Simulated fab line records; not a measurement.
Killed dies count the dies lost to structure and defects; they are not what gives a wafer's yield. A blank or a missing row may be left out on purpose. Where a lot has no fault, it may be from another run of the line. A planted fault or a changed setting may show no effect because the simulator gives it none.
fab line records	flow gf180mcu
record lots=10	wafers=30	last-day=33
route steps=602 shown LVPWELL@62 V1@338
lots that met no fault: taken from a fault-free run of the same line
start-h: hours from the record's first day to the start of the lot's first wafer shown	wait-h: hours since the lot's step before	" as in the row above	L1.1+2: a row that stands for several wafers	- no value, or no start given	* or withheld: withheld	< > ~ a bound
route shown NAME@n: names a module that has steps shown in the file, with the first one's number in the route	usual: mean/standard deviation taken from wafers without a fault	same: alike in all rows	chamber/n: place in a boat	sites: per-site readings	_std_site: standard deviation of those values	_edge_site: mean of outer sites minus mean of inner sites	radius-mm: for every site, how far away it sits from the centre of the wafer	mask NAME#n: copy n	behind: the tool/chamber that last shaped the wafer	hold: the reason the lot was held/the length of the hold in hours/how it ended	device: which transistor (n, p or np) failed to switch	end of line: the tests these same wafers got at the end of their route	for a step that has no rows: nothing shown but its recipe	killed: at the first sort, the dies lost to defects and structure; wafer yield is something else	map: a wafer's dies, x killed, . not, _ none there
set.NAME: the setting the step ran with; set.NAME@STEP: the setting that earlier step ran with	model.NAME: the simulator's own value behind a step, which no gauge read
a sample of lots followed through the steps of the route, with each step as a table and each wafer as a row
services: from which hour (start-h, from the record's first day; less than 0 if before it) a tool's chamber was out of use, for how many hours, and why
## steps
# step GF_LVPWELL_IMPLANT_08
# recipe species=B	energy-kev=170	dose-cm2=1.5e+13	tilt-deg=0
# usual end-station-pressure-torr=5.08e-06/2.8e-07	implant-ion-amu=11/0
lot.wafer	tool	chamber	start-h	wait-h	end-station-pressure-torr	implant-ion-amu
L882.2	implanter-01	0	69.78	0.0	4.63e-06	11
L882.4	"	0	"	"	5.09e-06	11
L882.5	"	0	"	"	5.05e-06	11
L883.1	implanter-03	0	75.73	0.0	5.51e-06	11
L883.2	"	0	"	"	4.8e-06	11
L883.6	"	0	"	"	4.7e-06	11
L884.3	implanter-03	0	78.95	0.1	5.27e-06	11
L884.4	"	0	"	"	4.81e-06	11
L884.5	"	0	"	"	4.43e-06	11
L885.3	implanter-03	0	86.58	0.1	5.07e-06	11
L885.4	"	0	"	"	5.17e-06	11
L885.6	"	0	"	"	4.91e-06	11
L886.2	implanter-03	0	90.98	0.0	4.93e-06	11
L886.3	"	0	"	"	5.45e-06	11
L886.6	"	0	"	"	5.07e-06	11
L887.3	implanter-01	0	98.36	0.1	4.9e-06	11
L887.5	"	0	"	"	4.86e-06	11
L887.6	"	0	"	"	5.48e-06	11
L889.1	implanter-01	0	106.63	0.0	5.16e-06	11
L889.3	"	0	"	"	5.64e-06	11
L889.6	"	0	"	"	5.13e-06	11
L893.1	implanter-02	0	132.75	0.0	4.99e-06	11
L893.5	"	0	"	"	5.09e-06	11
L893.6	"	0	"	"	4.91e-06	11
L898.1	implanter-03	0	159.60	0.0	4.91e-06	49
L898.3	"	0	"	"	5.29e-06	49
L898.6	"	0	"	"	4.76e-06	49
L899.1	implanter-03	0	163.36	0.0	5.68e-06	49
L899.3	"	0	"	"	5.27e-06	49
L899.4	"	0	"	"	4.98e-06	49
# step GF_LVPWELL_TW_MEAS_11
# usual LVPWELL_TW=559/5.6
lot.wafer	tool	chamber	start-h	wait-h	LVPWELL_TW
L882.2	film-metro-04	-	70.19	0.1	562
L882.4	"	-	"	"	560
L882.5	"	-	"	"	561
L883.1	film-metro-04	-	76.13	0.1	557
L883.2	"	-	"	"	559
L883.6	"	-	"	"	558
L884.3	film-metro-01	-	79.32	0.1	559
L884.4	"	-	"	"	558
L884.5	"	-	"	"	562
L885.3	film-metro-04	-	86.96	0.1	561
L885.4	"	-	"	"	560
L885.6	"	-	"	"	560
L886.2	film-metro-04	-	91.36	0.1	559
L886.3	"	-	"	"	561
L886.6	"	-	"	"	560
L887.3	film-metro-04	-	98.73	0.1	566
L887.5	"	-	"	"	564
L887.6	"	-	"	"	564
L889.1	film-metro-04	-	107.03	0.1	564
L889.3	"	-	"	"	566
L889.6	"	-	"	"	566
L893.1	film-metro-01	-	133.15	0.1	564
L893.5	"	-	"	"	564
L893.6	"	-	"	"	561
L898.1	film-metro-03	-	160.00	0.1	1025
L898.3	"	-	"	"	1026
L898.6	"	-	"	"	1023
L899.1	film-metro-03	-	163.76	0.1	1026
L899.3	"	-	"	"	1023
L899.4	"	-	"	"	1016
# step GF_VT_IMPLANT_RS_MEAS_48
# recipe thk-meas-gauge=four-point-probe
# usual LVPWELL_RS=1196/3.1
lot.wafer	tool	chamber	start-h	wait-h	LVPWELL_RS[ohm/sq]
L882.2	film-metro-01	-	158.93	0.1	1196
L882.4	"	-	"	"	1199
L882.5	"	-	"	"	1197
L883.1	film-metro-01	-	165.41	0.1	1196
L883.2	"	-	"	"	1196
L883.6	"	-	"	"	1199
L884.3	film-metro-03	-	171.42	0.1	1198
L884.4	"	-	"	"	1192
L884.5	"	-	"	"	1192
L885.3	film-metro-03	-	178.48	0.1	1196
L885.4	"	-	"	"	1196
L885.6	"	-	"	"	1195
L886.2	film-metro-03	-	182.24	0.1	1198
L886.3	"	-	"	"	1196
L886.6	"	-	"	"	1199
L887.3	film-metro-03	-	191.85	0.1	1199
L887.5	"	-	"	"	1195
L887.6	"	-	"	"	1196
L889.1	film-metro-03	-	203.61	0.1	1203
L889.3	"	-	"	"	1200
L889.6	"	-	"	"	1197
L893.1	film-metro-04	-	233.80	0.1	1197
L893.5	"	-	"	"	1197
L893.6	"	-	"	"	1198
L898.1	film-metro-04	-	265.55	0.1	1512
L898.3	"	-	"	"	1510
L898.6	"	-	"	"	1509
L899.1	film-metro-03	-	271.60	0.1	1515
L899.3	"	-	"	"	1512
L899.4	"	-	"	"	1514
# step GF_V1_THK_MEAS_03
# recipe reads=SiO2_of_V1_CVD_02
# usual V1_CVD_02_THK=849/13
lot.wafer	tool	chamber	start-h	wait-h	V1_CVD_02_THK[nm]
L882.2	film-metro-02	-	383.70	0.0	843
L882.4	"	-	"	"	848
L882.5	"	-	"	"	849
L883.1	film-metro-02	-	394.06	0.0	866
L883.2	"	-	"	"	859
L883.6	"	-	"	"	880
L884.3	film-metro-02	-	403.88	0.1	831
L884.4	"	-	"	"	870
L884.5	"	-	"	"	852
L885.3	film-metro-02	-	414.37	0.1	836
L885.4	"	-	"	"	843
L885.6	"	-	"	"	855
L886.2	film-metro-02	-	418.59	0.0	822
L886.3	"	-	"	"	835
L886.6	"	-	"	"	848
L887.3	film-metro-03	-	433.06	0.1	845
L887.5	"	-	"	"	876
L887.6	"	-	"	"	862
L889.1	film-metro-03	-	453.44	0.0	853
L889.3	"	-	"	"	853
L889.6	"	-	"	"	842
L893.1	film-metro-04	-	486.55	0.0	838
L893.5	"	-	"	"	853
L893.6	"	-	"	"	846
L898.1	film-metro-03	-	537.61	0.0	832
L898.3	"	-	"	"	821
L898.6	"	-	"	"	831
L899.1	film-metro-03	-	542.00	0.0	853
L899.3	"	-	"	"	850
L899.4	"	-	"	"	878
# step GF_V1_STRIP_18
# recipe chemistry=O2/N2	power-w=1400	pressure-mtorr=1500	platen-temp-c=250	o2-flow-sccm=3000	n2-flow-sccm=300	overash-fraction=0.5
# usual drypump-motor-current-A=5.6/0.34	heater-power-w=313/29	oes-product-au=0.593/0.0049
lot.wafer	tool	chamber	start-h	wait-h	drypump-motor-current-A	heater-power-w	oes-product-au	rf-hours-counter-h
L882.2	plasma-asher-01	1	408.22	-	5.5	307	0.595	73
L882.4	"	0	"	"	5.3	311	0.604	-
L882.5	"	1	"	"	5.5	306	0.588	-
L883.1	plasma-asher-03	1	418.31	-	5.4	379	0.590	66
L883.2	"	0	"	"	5.3	310	0.590	66
L883.6	"	1	"	"	5.5	365	0.590	-
L884.3	plasma-asher-03	0	428.06	-	5.3	323	0.593	-
L884.4	"	1	"	"	5.4	373	0.594	-
L884.5	"	0	"	"	5.3	315	0.591	-
L885.3	plasma-asher-03	0	438.61	-	5.3	335	0.596	-
L885.4	"	1	"	"	5.5	368	0.592	-
L885.6	"	0	"	"	5.3	327	0.583	-
L886.2	plasma-asher-01	1	443.02	-	5.5	287	0.581	1
L886.3	"	0	"	"	5.3	273	0.591	-
L886.6	"	1	"	"	5.5	291	0.593	-
L887.3	plasma-asher-03	1	457.88	-	5.5	369	0.591	-
L887.5	"	0	"	"	5.4	314	0.598	-
L887.6	"	1	"	"	5.5	370	0.590	-
L889.1	plasma-asher-01	0	477.21	-	5.2	286	0.601	4
L889.3	"	0	"	"	5.3	289	0.582	-
L889.6	"	0	"	"	5.3	292	0.594	-
L893.1	plasma-asher-01	1	511.27	-	5.5	295	0.583	7
L893.5	"	1	"	"	5.5	299	0.597	-
L893.6	"	0	"	"	5.3	284	0.592	-
L898.1	plasma-asher-02	1	560.64	-	5.5	306	0.596	88
L898.3	"	0	"	"	6.2	341	0.589	-
L898.6	"	0	"	"	6.2	339	0.602	-
L899.1	plasma-asher-02	1	565.42	-	5.5	284	0.602	89
L899.3	"	0	"	"	6.2	335	0.595	-
L899.4	"	1	"	"	5.5	296	0.592	-
# step GF_V1_SPUTTER_22
# recipe material=TiN	target-thk-nm=10	chamber-pressure-pa=5	power-w=4000	time-s=40
# usual throttle-valve-pct=29.7/0.82
# same time-s=40
lot.wafer	tool	chamber	start-h	wait-h	throttle-valve-pct
L882.2	pvd-sputter-04	-	408.85	0.0	31.0
L882.4	"	-	"	"	29.0
L882.5	"	-	"	"	29.2
L883.1	pvd-sputter-03	-	418.93	0.0	29.0
L883.2	"	-	"	"	29.3
L883.6	"	-	"	"	29.8
L884.3	pvd-sputter-02	-	429.02	0.0	30.5
L884.4	"	-	"	"	28.4
L884.5	"	-	"	"	30.4
L885.3	pvd-sputter-03	-	439.51	0.0	30.8
L885.4	"	-	"	"	29.8
L885.6	"	-	"	"	29.1
L886.2	pvd-sputter-03	-	443.63	0.0	30.5
L886.3	"	-	"	"	29.9
L886.6	"	-	"	"	29.9
L887.3	pvd-sputter-04	-	458.55	0.0	29.8
L887.5	"	-	"	"	29.0
L887.6	"	-	"	"	31.1
L889.1	pvd-sputter-02	-	478.14	0.0	30.3
L889.3	"	-	"	"	28.5
L889.6	"	-	"	"	30.3
L893.1	pvd-sputter-04	-	512.27	0.0	28.8
L893.5	"	-	"	"	31.2
L893.6	"	-	"	"	29.0
L898.1	pvd-sputter-03	-	561.24	0.0	30.5
L898.3	"	-	"	"	29.6
L898.6	"	-	"	"	29.9
L899.1	pvd-sputter-02	-	566.02	0.0	30.3
L899.3	"	-	"	"	29.0
L899.4	"	-	"	"	28.4
## services
tool	chamber	start-h	hours	kind
pvd-sputter-04	-	62.06	2.3	repair
pvd-sputter-04	-	63.87	1.6	repair
pvd-sputter-03	-	72.73	3.0	repair
pvd-sputter-04	-	107.72	3.3	repair
plasma-asher-03	-	120.75	1.7	repair
pvd-sputter-04	-	123.05	1.4	repair
implanter-03	-	129.26	1.9	repair
plasma-asher-01	-	136.66	10.8	repair
plasma-asher-03	-	141.42	2.5	repair
plasma-asher-01	-	147.48	15.6	pm
implanter-03	-	213.78	1.2	repair
implanter-03	-	267.95	1.7	repair
implanter-03	-	334.85	2.4	repair
implanter-03	-	339.50	3.1	repair
plasma-asher-01	-	367.62	3.5	repair
plasma-asher-03	-	398.89	5.1	repair
plasma-asher-01	-	421.25	9.0	pm
implanter-03	-	468.66	2.6	repair
implanter-03	-	474.49	3.7	pm
plasma-asher-01	-	474.50	1.2	repair
pvd-sputter-03	-	518.79	9.6	repair
implanter-03	-	522.15	1.0	repair
implanter-03	-	523.99	2.8	pm
plasma-asher-03	-	529.05	8.3	repair
## key
first-sign step=GF_LVPWELL_IMPLANT_08	reading=implant-ion-amu	direction=up	sigmas=99+	usual=11	struck=49
effect step=GF_LVPWELL_TW_MEAS_11	reading=LVPWELL_TW	direction=up	sigmas=84	usual=559	struck=1023
effect step=GF_VT_IMPLANT_RS_MEAS_48	reading=LVPWELL_RS	direction=up	sigmas=99+	usual=1196	struck=1512
met-at GF_LVPWELL_IMPLANT_08
struck-lots L898,L899
tester-left-out L898,L899
not-acting-at GF_V1_THK_MEAS_03,GF_V1_STRIP_18,GF_V1_SPUTTER_22
onset-between 90.98 159.60
fault kind=wrong-recipe-download	tool=implanter-01,implanter-02,implanter-03	chamber=-	onset-h=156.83	steps=GF_LVPWELL_IMPLANT_08	wrong-recipe.not-listed=1
# tester-left-out: of these lots the tester's yield and bins aren't shown, on N5 and GAA mostly nor the transistor test; their killed dies are dies lost to structure and defects alone, not to doping, threshold or leakage, so they don't give the yield
